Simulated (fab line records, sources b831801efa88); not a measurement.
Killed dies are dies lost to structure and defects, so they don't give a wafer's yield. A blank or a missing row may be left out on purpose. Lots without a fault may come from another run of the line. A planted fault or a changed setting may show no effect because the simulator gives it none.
Which tool did it? | flow sky130 | 11 lots, 33 wafers sampled, at 5 steps of a route of 708

WHAT THE GAUGES READ, wafer by wafer
SKY_VT_ADJUST_HVTR_TW_MEAS_11. Usual: VT_ADJUST_HVTR_TW 211.4, standard deviation 1.3.
lot  | measured     | on            | VT_ADJUST_HVTR_TW | flag
L436 | day 9 13:38  | film_metro-01 | 210.8 211.2 210.5 |
L439 | day 10 19:31 | film_metro-02 | 209.9 209.7 209.4 |
L440 | day 11 06:47 | film_metro-02 | 209.7 210.3 209.9 |
L441 | day 11 11:26 | film_metro-01 | 212.6 211.2 212.7 |
L442 | day 11 13:58 | film_metro-01 | 211.4 211.6 211.8 |
L443 | day 11 21:33 | film_metro-01 | 212.8 211.3 211.6 |
L445 | day 12 16:16 | film_metro-04 | 213.1 211.8 213.1 |
L446 | day 12 18:13 | film_metro-04 | 213.1 213.6 212.4 |
L456 | day 15 22:16 | film_metro-02 | 210.6 210.3 210.2 |
L457 | day 16 06:35 | film_metro-02 | 209.9 209.8 209.6 |
L458 | day 16 10:40 | film_metro-04 | 212.6 213.8 211.8 |

SKY_SONOS_TUNNEL_CD_MEAS_07: target cd 410 nm. Usual: cd_nm 409.4 nm, standard deviation 2.6.
lot  | measured     | on        | cd_nm (nm)        | flag
L436 | day 11 12:21 | cd_sem-01 | 406.8 405.0 407.0 |
L439 | day 12 19:21 | cd_sem-02 | 409.0 410.0 408.4 |
L440 | day 13 07:13 | cd_sem-02 | 406.8 405.0 405.0 |
L441 | day 13 11:56 | cd_sem-02 | 413.9 414.7 412.3 |
L442 | day 13 15:02 | cd_sem-01 | 408.6 409.0 410.3 |
L443 | day 14 00:04 | cd_sem-01 | 412.2 413.5 408.8 |
L445 | day 14 18:28 | cd_sem-01 | 408.8 409.9 410.8 |
L446 | day 14 20:19 | cd_sem-01 | 409.5 410.7 411.1 |
L456 | day 18 07:04 | cd_sem-01 | 409.1 408.7 409.1 |
L457 | day 18 15:30 | cd_sem-01 | 406.6 405.8 408.9 |
L458 | day 18 20:14 | cd_sem-02 | 406.6 405.8 406.3 |

SKY_SONOS_ONO_THK_MEAS_01. Usual: SONOS_ONO_OXIDATION_THK 2.61 nm, standard deviation 0.052.
lot  | measured     | on            | SONOS_ONO_OXIDATION_THK (nm) | flag
L436 | day 11 15:34 | film_metro-03 | 2.55 2.64 2.60               |
L439 | day 12 21:20 | film_metro-01 | 2.65 2.69 2.66               |
L440 | day 13 09:59 | film_metro-01 | 2.66 2.70 2.64               |
L441 | day 13 14:11 | film_metro-03 | 2.62 2.60 2.58               |
L442 | day 13 19:58 | film_metro-02 | 2.54 2.57 2.56               |
L443 | day 14 05:20 | film_metro-02 | 2.63 2.61 2.60               |
L445 | day 14 23:34 | film_metro-02 | 2.58 2.54 2.61               |
L446 | day 14 23:35 | film_metro-01 | 2.54 2.56 2.60               |
L456 | day 18 09:51 | film_metro-03 | 3.11 3.09 3.06               | OFF
L457 | day 18 17:31 | film_metro-03 | 3.09 3.10 3.12               | OFF
L458 | day 18 22:13 | film_metro-01 | 2.63 2.60 2.53               |

WHICH TOOL RAN EACH LOT (tool, then ch and the chambers of the sampled wafers, then the start)
lot  | SKY_VT_ADJUST_PCH_STRIP_09           | SKY_SONOS_ONO_OXIDATION_00
L436 | plasma_asher-03 ch 0,1, day 10 13:01 | furnace-01 ch 0, day 11 14:12
L439 | plasma_asher-03 ch 1, day 11 19:07   | furnace-01 ch 0, day 12 19:59
L440 | plasma_asher-03 ch 0,1, day 12 06:20 | furnace-01 ch 0, day 13 08:38
L441 | plasma_asher-01 ch 0,1, day 12 11:14 | furnace-02 ch 0, day 13 12:50
L442 | plasma_asher-02 ch 0,1, day 12 13:56 | furnace-02 ch 0, day 13 18:37
L443 | plasma_asher-03 ch 0,1, day 12 22:28 | furnace-01 ch 0, day 14 03:58
L445 | plasma_asher-03 ch 0, day 13 17:11   | furnace-01 ch 0, day 14 22:13
L446 | plasma_asher-03 ch 0,1, day 13 19:44 | furnace-01 ch 0, day 14 22:13
L456 | plasma_asher-01 ch 0,1, day 17 02:20 | furnace-01 ch 0, day 18 08:29
L457 | plasma_asher-01 ch 0,1, day 17 10:19 | furnace-01 ch 0, day 18 16:10
L458 | plasma_asher-01 ch 0,1, day 17 14:43 | furnace-02 ch 0, day 18 20:50
- SKY_VT_ADJUST_PCH_STRIP_09: strips in O2/N2.
- SKY_SONOS_ONO_OXIDATION_00: stabilise 600 s, purge 300 s, target thk 2.6 nm.

WHAT THE TOOLS THEMSELVES READ (means of the sampled wafers that have a number; where no wafer has one, the mark that the record gives instead)
SKY_VT_ADJUST_PCH_STRIP_09. Usual: drypump_motor_current_A 5.4 A, standard deviation 0.43; oes_product_au 0.722 a.u., standard deviation 0.0044; strip_time_to_endpoint_s 37.01 s, standard deviation 0.11.
lot  | tool            | drypump_motor_current_A (A) | oes_product_au (a.u.) | strip_time_to_endpoint_s (s) | flag
L436 | plasma_asher-03 | 5.0                         | 0.721                 | 36.94                        |
L439 | plasma_asher-03 | 5.5                         | 0.718                 | 37.04                        |
L440 | plasma_asher-03 | 5.0                         | 0.725                 | 37.10                        |
L441 | plasma_asher-01 | 5.3                         | 0.721                 | 36.92                        |
L442 | plasma_asher-02 | 6.1                         | 0.725                 | 36.91                        |
L443 | plasma_asher-03 | 5.0                         | 0.722                 | 37.02                        |
L445 | plasma_asher-03 | 4.8                         | 0.722                 | 37.03                        |
L446 | plasma_asher-03 | 5.3                         | 0.719                 | 37.03                        |
L456 | plasma_asher-01 | 5.3                         | 0.721                 | 36.99                        |
L457 | plasma_asher-01 | 5.3                         | 0.723                 | 37.09                        |
L458 | plasma_asher-01 | 5.3                         | 0.725                 | 36.96                        |

SKY_SONOS_ONO_OXIDATION_00. Usual: spike_tc_bottom_C 820.1 C, standard deviation 2.8; spike_tc_centre_C 800.2 C, standard deviation 0.98; spike_tc_lower_C 800.5 C, standard deviation 1.3; spike_tc_top_C 813.9 C, standard deviation 1.6; spike_tc_upper_C 799.9 C, standard deviation 1.2; tube_center_temp_C 800.01 C, standard deviation 0.073; tube_center_temp_C_max 802.1, standard deviation 0.35; zone_power_centre_pct 13.46 %, standard deviation 0.21.
lot  | tool       | spike_tc_bottom_C (C) | spike_tc_centre_C (C) | spike_tc_lower_C (C) | spike_tc_top_C (C) | spike_tc_upper_C (C) | tube_center_temp_C (C) | tube_center_temp_C_max | zone_power_centre_pct (%) | flag
L436 | furnace-01 | 822.6                 | 799.1                 | 799.7                | 813.8              | 798.4                | 799.99                 | 801.8                  | 13.71                     |
L439 | furnace-01 | 821.9                 | 800.0                 | 801.6                | 814.8              | 799.2                | 800.00                 | 801.9                  | 13.56                     |
L440 | furnace-01 | 822.9                 | 801.2                 | 801.8                | 814.6              | 799.7                | 800.02                 | 801.9                  | 13.73                     |
L441 | furnace-02 | 817.2                 | 800.5                 | 799.8                | 813.5              | 800.9                | 799.98                 | 802.2                  | 13.37                     |
L442 | furnace-02 | 816.8                 | 800.7                 | 799.6                | 812.2              | 800.3                | 799.95                 | 802.3                  | 13.34                     |
L443 | furnace-01 | 822.6                 | 800.0                 | 801.9                | 814.5              | 798.6                | 799.99                 | 802.0                  | 13.44                     |
L445 | furnace-01 | 821.1                 | 800.1                 | 801.4                | 814.5              | 799.6                | 800.05                 | 802.2                  | 13.49                     |
L446 | furnace-01 | 822.4                 | 800.7                 | 801.8                | 814.8              | 799.5                | 799.98                 | 802.1                  | 13.60                     |
L456 | furnace-01 | 834.9                 | 812.7                 | 813.3                | 826.3              | 810.6                | 812.01                 | 813.8                  | 14.04                     | OFF
L457 | furnace-01 | 834.3                 | 812.2                 | 813.6                | 827.5              | 811.1                | 812.05                 | 814.6                  | 14.15                     | OFF
L458 | furnace-02 | 817.1                 | 799.7                 | 799.8                | 813.5              | 800.8                | 799.96                 | 802.5                  | 13.27                     |

THE ANSWER, worked out from the rows above alone
Rule: a lot is off if the mean of its wafers that have a number lies more than 3 standard deviations from the usual mean. A lot without any number at a reading at which 4 lots or more have one is off too. The other lots that the step has rows for count as sound. The gauges are gone through in route order, then the tools' own readings, and for those a lot's mean is taken as printed above. The first step at which some lot is off is used, and at that step the reading that is off furthest; a lot without a number counts as furthest.
Off: L456, L457, at SKY_SONOS_ONO_THK_MEAS_01 (SONOS_ONO_OXIDATION_THK).
A tool fits if, at a process step before that reading, it ran every lot that is off, and no sound lot after the first of them. The gauges at SKY_SONOS_ONO_THK_MEAS_01 aren't tried: what is off there is off at SKY_SONOS_ONO_OXIDATION_00 too, on other tools, and a gauge's error can't cause that. One fits: furnace-01 at SKY_SONOS_ONO_OXIDATION_00. Its last sound lot is L445 (day 14 22:13), its first lot that is off L456 (day 18 08:29): a fault that began between those two fits.
The tool's own readings at SKY_SONOS_ONO_OXIDATION_00 bear it out: on the lots that are off they differ by more than 5 times the standard deviation of the sound lots' means. spike_tc_bottom_C reads 834.6 C there against 820.5 C on the sound lots; spike_tc_centre_C reads 812.5 C there against 800.2 C on the sound lots; spike_tc_lower_C reads 813.5 C there against 800.8 C on the sound lots; spike_tc_top_C reads 826.9 C there against 814.0 C on the sound lots; spike_tc_upper_C reads 810.9 C there against 799.7 C on the sound lots; tube_center_temp_C reads 812.03 C there against 799.99 C on the sound lots; tube_center_temp_C_max reads 814.2 there against 802.1 on the sound lots.

WHAT THE SIMULATOR HAD PUT IN
Process parameter drift: furnace-01, from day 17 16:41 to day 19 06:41, at SKY_SONOS_ONO_OXIDATION_00. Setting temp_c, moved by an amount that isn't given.
Lots struck among those shown: L456, L457. The rule above found the same.
